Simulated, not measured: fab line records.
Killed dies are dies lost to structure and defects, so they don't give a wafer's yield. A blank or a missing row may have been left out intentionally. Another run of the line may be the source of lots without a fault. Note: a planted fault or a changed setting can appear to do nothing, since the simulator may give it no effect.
Check for tools in common / flow gf180mcu / Lots sampled 14, wafers sampled 48

## REASON IT WAS OPENED
At GF_LVPWELL_OVL_MEAS_07 the reading LVPWELL_OVL is flagged on 2 of 14 lots. Wafers without a fault read -0.4 nm, standard deviation 1.4.
Rule: flag the lot when none of its wafers has a number, or when each of its wafers that has one lies beyond 4 standard deviations from that mean. All remaining lots are regarded as sound.

lot=L544; measured=day 4 02:46; on=overlay-01; LVPWELL_OVL (nm), wafer by wafer=0.0 -1.0 -1.3; flag=
lot=L545; measured=day 4 08:30; on=overlay-01; LVPWELL_OVL (nm), wafer by wafer=0.1 0.5 0.4; flag=
lot=L546; measured=day 4 12:45; on=overlay-01; LVPWELL_OVL (nm), wafer by wafer=-1.5 -2.4 -1.6; flag=
lot=L547; measured=day 4 19:12; on=overlay-01; LVPWELL_OVL (nm), wafer by wafer=1.1 0.7 -0.2; flag=
lot=L548; measured=day 4 23:29; on=overlay-01; LVPWELL_OVL (nm), wafer by wafer=1.3 2.4 1.2; flag=
lot=L549; measured=day 5 05:07; on=overlay-01; LVPWELL_OVL (nm), wafer by wafer=-2.0 -0.5 -1.0; flag=
lot=L550; measured=day 5 12:29; on=overlay-01; LVPWELL_OVL (nm), wafer by wafer=2.0 1.3 0.5; flag=
lot=L551; measured=day 5 18:21; on=overlay-02; LVPWELL_OVL (nm), wafer by wafer=0.2 -1.6 -1.4; flag=
lot=L552; measured=day 5 22:00; on=overlay-01; LVPWELL_OVL (nm), wafer by wafer=-1.0 -0.2 -1.3; flag=
lot=L556; measured=day 7 01:00; on=overlay-02; LVPWELL_OVL (nm), wafer by wafer=215.9 216.1 216.1 214.7 214.7 214.9; flag=FLAGGED
lot=L557; measured=day 7 04:43; on=overlay-02; LVPWELL_OVL (nm), wafer by wafer=213.3 215.8 214.4 212.0 214.0 213.0; flag=FLAGGED
lot=L562; measured=day 8 09:18; on=overlay-02; LVPWELL_OVL (nm), wafer by wafer=-0.1 -0.2 -1.2; flag=
lot=L564; measured=day 8 17:11; on=overlay-01; LVPWELL_OVL (nm), wafer by wafer=-0.1 -1.1 0.0; flag=
lot=L566; measured=day 9 07:35; on=overlay-02; LVPWELL_OVL (nm), wafer by wafer=-0.8 -0.5 -1.9; flag=
The numbers of the flagged lots are 214.6 nm on average: +215.0 nm against the usual, or +99 or more standard deviations.

## WHICH TOOL EACH LOT WENT THROUGH
The record keeps 1 process step preceding the reading, out of 602 steps on the route. Every cell lists first the tool, next ch and the chambers used by the sampled wafers, and last the start.
lot=L544; flag=; GF_LVPWELL_EXPOSE_04=ilineStepper-01 ch 0, day 3 20:38
lot=L545; flag=; GF_LVPWELL_EXPOSE_04=ilineStepper-02 ch 0, day 4 02:20
lot=L546; flag=; GF_LVPWELL_EXPOSE_04=ilineStepper-01 ch 0, day 4 06:19
lot=L547; flag=; GF_LVPWELL_EXPOSE_04=ilineStepper-02 ch 0, day 4 12:11
lot=L548; flag=; GF_LVPWELL_EXPOSE_04=ilineStepper-02 ch 0, day 4 17:11
lot=L549; flag=; GF_LVPWELL_EXPOSE_04=ilineStepper-01 ch 0, day 4 22:31
lot=L550; flag=; GF_LVPWELL_EXPOSE_04=ilineStepper-02 ch 0, day 5 05:54
lot=L551; flag=; GF_LVPWELL_EXPOSE_04=ilineStepper-01 ch 0, day 5 11:01
lot=L552; flag=; GF_LVPWELL_EXPOSE_04=ilineStepper-01 ch 0, day 5 14:47
lot=L556; flag=FLAGGED; GF_LVPWELL_EXPOSE_04=ilineStepper-02 ch 0, day 6 17:38
lot=L557; flag=FLAGGED; GF_LVPWELL_EXPOSE_04=ilineStepper-02 ch 0, day 6 21:04
lot=L562; flag=; GF_LVPWELL_EXPOSE_04=ilineStepper-01 ch 0, day 8 01:03
lot=L564; flag=; GF_LVPWELL_EXPOSE_04=ilineStepper-01 ch 0, day 8 09:14
lot=L566; flag=; GF_LVPWELL_EXPOSE_04=ilineStepper-01 ch 0, day 8 23:13
These steps, and what they do:
- GF_LVPWELL_EXPOSE_04: exposes mask LVPWELL, target cd 600 nm.
- GF_LVPWELL_OVL_MEAS_07

## FLAGGED AGAINST TOTAL, ONE TOOL AT A TIME (gauges that did the reading follow at the end)
step=GF_LVPWELL_EXPOSE_04; tool=ilineStepper-01; lots run=8; flagged=0; share of the flagged lots=none; sound lots run after its first flagged lot=-
step=GF_LVPWELL_EXPOSE_04; tool=ilineStepper-02; lots run=6; flagged=2; share of the flagged lots=all; sound lots run after its first flagged lot=0
step=GF_LVPWELL_OVL_MEAS_07; tool=overlay-01; lots run=9; flagged=0; share of the flagged lots=none; sound lots run after its first flagged lot=-
step=GF_LVPWELL_OVL_MEAS_07; tool=overlay-02; lots run=5; flagged=2; share of the flagged lots=all; sound lots run after its first flagged lot=2 (L562,L566)

## THE TABLE: WHAT IT ALLOWS
2 rows of the table ran every flagged lot: ilineStepper-02 at GF_LVPWELL_EXPOSE_04, overlay-02 at GF_LVPWELL_OVL_MEAS_07.
- ilineStepper-02 at GF_LVPWELL_EXPOSE_04: 2 of its 6 lots flagged. Last sound lot L550 at day 5 05:54, first flagged lot L556 at day 6 17:38; a fault beginning in between fits.
- overlay-02 at GF_LVPWELL_OVL_MEAS_07: 2 of its 5 lots flagged. Lots that were sound ran on it after the first flagged one (L562, L566); a persistent fault on the entire tool would not allow that.
What remains is a single tool, ilineStepper-02 at GF_LVPWELL_EXPOSE_04.

## WHAT WAS PUT IN BY THE SIMULATOR
Scanner matching overlay: ilineStepper-02, from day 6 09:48 on, at GF_LVPWELL_EXPOSE_04. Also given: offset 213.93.
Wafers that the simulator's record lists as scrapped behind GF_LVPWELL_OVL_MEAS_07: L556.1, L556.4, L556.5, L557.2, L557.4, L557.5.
Lots struck among those shown: L556, L557. This agrees with what the rule above found.
